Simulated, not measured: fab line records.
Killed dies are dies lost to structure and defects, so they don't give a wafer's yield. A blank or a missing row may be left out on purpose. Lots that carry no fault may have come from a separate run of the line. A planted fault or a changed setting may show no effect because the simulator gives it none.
A struck lot beside a sound one + flow gf180mcu + 36 out of 602 route steps
Sound: these wafers, L522.1, L522.2, L522.5. Struck: wafers L510.1, L510.4, L510.5. At the end, the cause is stated.
Order at every step that has rows: each side's tool, ch and its chambers, its first start. Under that, the readings that differ: sound wafers + struck wafers + difference of the means + sigmas: that difference in standard deviations of wafers without a fault.
alike: same words and numbers on both sides, and readings whose means sit less than 2 such deviations apart. not compared: any withheld reading, any reading some wafer has no value for, any bound like >300 that may hide the same value, and any number with overlapping values for which the record gives no deviation.
Wherever a step has rows on one side only, a row that says differs or no value, or a row with sigmas, the two part there. Numbers that don't overlap but have no deviation are shown without sigmas and don't part them. A reading missing from all wafers of one side parts the sides only when that side holds two or more wafers.

GF_HV_LDD_STRIP_49: strips in O2/N2.
  sound on plasma asher-02 ch 0,1, day 18 10:43; struck on plasma asher-02 ch 0,1, day 14 10:10
  alike: drypump motor current A, heater power w, oes product au, strip time to endpoint s
  not compared: rf hours counter h
GF_HV_LDD_TW_MEAS_50:
  sound on film metro-04, day 18 10:49; struck on film metro-03, day 14 10:16
  alike: HV_LDD_4_TW
then, 1 step without rows for these wafers: GF_HV_LDD_CLEAN_51 (cleans in SC1/SC2, time 150 s).
GF_HV_LDD_RTA_52: time 10 s.
  sound on rtp anneal-01 ch 0, day 18 10:55; struck on rtp anneal-01 ch 0, day 14 10:26
  alike: lamp power pct, wafer_temp_C_max
GF_HV_LDD_RS_MEAS_53: the measuring method here is four-point-probe.
  sound on film metro-03, day 18 10:59; struck on film metro-03, day 14 10:31
  alike: HV_LDD_RS
then, 1 step without rows for these wafers: GF_HV_LDD_CVD_54 (deposits SiO2 from TEOS, target thk 10 nm, time 75 s).
GF_HV_LDD_THK_MEAS_55:
  sound on film metro-01, day 18 12:08; struck on film metro-04, day 14 12:15
  alike: HV_LDD_CVD_54_THK
then, 1 step without rows for these wafers: GF_HV_LDD_CVD_56 (deposits Si3N4 from DCS/NH3, target thk 90 nm, time 1543 s).
GF_HV_LDD_THK_MEAS_57:
  sound on film metro-04, day 18 13:37; struck on film metro-03, day 14 13:44
  alike: HV_LDD_CVD_56_THK
GF_HV_LDD_ETCHBACK_58: etches Si3N4 in CH3F/O2, stops on SiO2, time 100 s, target depth 90 nm.
  sound on rie diel-01 ch 0,1,3, day 18 13:41; struck on rie diel-03 ch 0,1,2, day 14 13:48
  alike: O2_flow_sccm, drypump motor current A, oes product au, throttle valve pct
  not compared: rf hours counter h
then, 2 steps without rows for these wafers: GF_NSD_DEHYDRATE_00 (time 60 s); GF_NSD_HMDS_01 (prime time 60 s).
GF_NSD_COAT_02: resist thk 1000 nm.
  sound on litho track-02 ch 0, day 19 01:33; struck on litho track-02, day 15 00:30
  no value came back on the struck wafers for chill plate temp C (C), dispense pressure kPa (kPa), exhaust pa (Pa); on the sound wafers chill plate temp C (C) reads 23.19 23.03 23.02
then, 4 steps without rows for these wafers: GF_NSD_SOFTBAKE_03 (time 60 s); GF_NSD_EXPOSE_04 (exposes mask Nplus, target cd 400 nm); GF_NSD_PEB_05; GF_NSD_DEVELOP_06 (develop time 60 s).
GF_NSD_CD_MEAS_07: the cd target is 400 nm.
  sound on cd sem-02, day 19 13:43; struck on cd sem-01, day 15 10:58
| reading    | sound             | struck | difference                    | sigmas |
|------------|-------------------|--------|-------------------------------|--------|
| cd nm (nm) | 398.5 397.7 395.2 | - - -  | no value on the struck wafers |        |
GF_NSD_OVL_MEAS_08:
  sound on overlay-01, day 19 13:50; struck on overlay-02, day 15 11:05
| reading      | sound          | struck | difference                    | sigmas |
|--------------|----------------|--------|-------------------------------|--------|
| NSD_OVL (nm) | -2.9 -3.1 -3.0 | - - -  | no value on the struck wafers |        |
then, 2 steps without rows for these wafers: GF_NSD_IMPLANT_09; GF_NSD_IMPLANT_10.
GF_NSD_STRIP_11: strips in O2/N2.
  sound on plasma asher-03 ch 0,1, day 19 14:10; struck on plasma asher-01 ch 0,1, day 15 11:25
  no value came back on the struck wafers for oes product au (a.u.), strip time to endpoint s (s); on the sound wafers oes product au (a.u.) reads 0.484 0.480 0.497
  alike: drypump motor current A, heater power w
  not compared: rf hours counter h
GF_NSD_TW_MEAS_12:
  sound on film metro-03, day 19 14:16; struck on film metro-01, day 15 11:31
  alike: NSD_TW
then, 7 steps without rows for these wafers: GF_PSD_DEHYDRATE_00 (time 60 s); GF_PSD_HMDS_01 (prime time 60 s); GF_PSD_COAT_02 (resist thk 1000 nm); GF_PSD_SOFTBAKE_03 (time 60 s); GF_PSD_EXPOSE_04 (exposes mask Pplus, target cd 400 nm); GF_PSD_PEB_05; GF_PSD_DEVELOP_06 (develop time 60 s).
GF_PSD_CD_MEAS_07: the cd target is 400 nm.
  sound on cd sem-02, day 20 14:10; struck on cd sem-01, day 16 09:28
  alike: cd nm
GF_PSD_OVL_MEAS_08:
  sound on overlay-02, day 20 14:17; struck on overlay-01, day 16 09:35
  alike: PSD_OVL
next, for these wafers, 1 step has no rows: GF_PSD_IMPLANT_09.
GF_PSD_STRIP_10: strips in O2/N2.
  sound on plasma asher-02 ch 0,1, day 20 14:28; struck on plasma asher-02 ch 0,1, day 16 09:46
  alike: drypump motor current A, heater power w, oes product au, strip time to endpoint s
  not compared: rf hours counter h
GF_PSD_TW_MEAS_11:
  sound on film metro-02, day 20 14:34; struck on film metro-01, day 16 10:11
| reading | sound          | struck         | difference | sigmas |
|---------|----------------|----------------|------------|--------|
| PSD_TW  | 3197 3188 3204 | 4247 4260 4230 | +1049      | +55    |
  not compared: hold
GF_PASSIVATION_PROBE_99:
  rows exist in the record for the sound wafers here (prober-01, day 33 22:50), none for the struck ones

WHERE THEY PART
At GF_NSD_COAT_02 first; at GF_PASSIVATION_PROBE_99 last (within this record only).

WHY: what the simulator had put in
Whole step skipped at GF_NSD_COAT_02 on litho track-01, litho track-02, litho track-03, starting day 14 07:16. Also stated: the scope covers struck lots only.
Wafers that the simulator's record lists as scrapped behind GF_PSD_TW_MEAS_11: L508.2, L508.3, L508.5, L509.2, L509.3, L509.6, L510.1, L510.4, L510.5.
